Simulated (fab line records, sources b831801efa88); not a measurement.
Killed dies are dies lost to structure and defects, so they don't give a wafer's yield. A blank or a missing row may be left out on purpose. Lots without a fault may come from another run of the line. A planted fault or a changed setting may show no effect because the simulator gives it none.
One fault seen from 2 desks | flow gf180mcu | each desk has only its own numbers; what lay behind them comes last

THE METROLOGY DESK
What the gauges read, lot by lot, whatever tool the lot ran on: means of the sampled wafers that have a number. A lot is out of limits, marked OUT, if its mean lies more than 4 standard deviations from the usual mean; the brackets give that distance.
Columns: A = V3_W_RS at GF_V3_RS_MEAS_24, usual 0.327 ohm/sq
lot  | first seen here | A
L804 | day 22 04:13    | 0.324
L805 | day 22 18:54    | 0.327
L806 | day 23 00:43    | 0.326
L807 | day 23 09:00    | 0.328
L808 | day 23 21:49    | 0.325
L810 | day 24 20:56    | 0.325
L811 | day 25 02:16    | 0.331
L812 | day 25 03:22    | 0.328
L813 | day 25 15:32    | 0.329
L816 | day 26 12:43    | 0.330
L821 | day 28 02:20    | 0.323
L823 | day 28 16:50    | 0.323
L824 | day 28 18:32    | 0.323
L827 | day 30 00:31    | 0.329
This desk's finding: nothing out of limits on any of the 14 lots.

THE TOOL OWNER'S DESK: cmp-01
The tool's own readings at GF_V3_CMP_04 (polishes SiO2): means of the sampled wafers that have a number, for each lot that ran on this tool. A lot is out of limits, marked OUT, if its mean lies more than 4 standard deviations from the usual mean; the brackets give that distance.
Columns: A = motor_current_A at GF_V3_CMP_04, usual 12.1 A; B = time_to_endpoint_s at GF_V3_CMP_04, usual 78 s
lot  | first seen here | A    | B
L804 | day 21 03:26    | 11.7 | 79
L805 | day 21 17:52    | 12.0 | 73
L806 | day 21 23:55    | 11.4 | 75
L807 | day 22 08:53    | 11.7 | 73
L808 | day 22 21:41    | 11.4 | 76
L810 | day 23 21:20    | 11.8 | 84
L811 | day 24 03:07    | 11.9 | 85
L812 | day 24 04:40    | 11.9 | 59
L816 | day 25 14:58    | 11.8 | 39 (-6.2) OUT
This desk's finding: out of limits on L816; first on L816, day 25 14:58 (time_to_endpoint_s at GF_V3_CMP_04). In limits: L804, L805, L806, L807, L808, L810, L811, L812.

PUT TOGETHER
The tool owner's desk could have raised an alarm at day 25 14:58, on L816.
The metrology desk saw nothing out of limits.
The metrology desk has L816 on record, within its limits.
Of the lots named, all ran GF_V3_CMP_04 on cmp-01.

WHAT THE SIMULATOR HAD PUT IN
Process parameter drift: cmp-01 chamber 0, from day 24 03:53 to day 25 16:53, at GF_V3_CMP_04. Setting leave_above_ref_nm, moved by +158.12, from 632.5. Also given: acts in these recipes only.
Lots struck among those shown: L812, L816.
Hours from the fault's start to each desk's first reading out of limits: the tool owner's desk, 35.
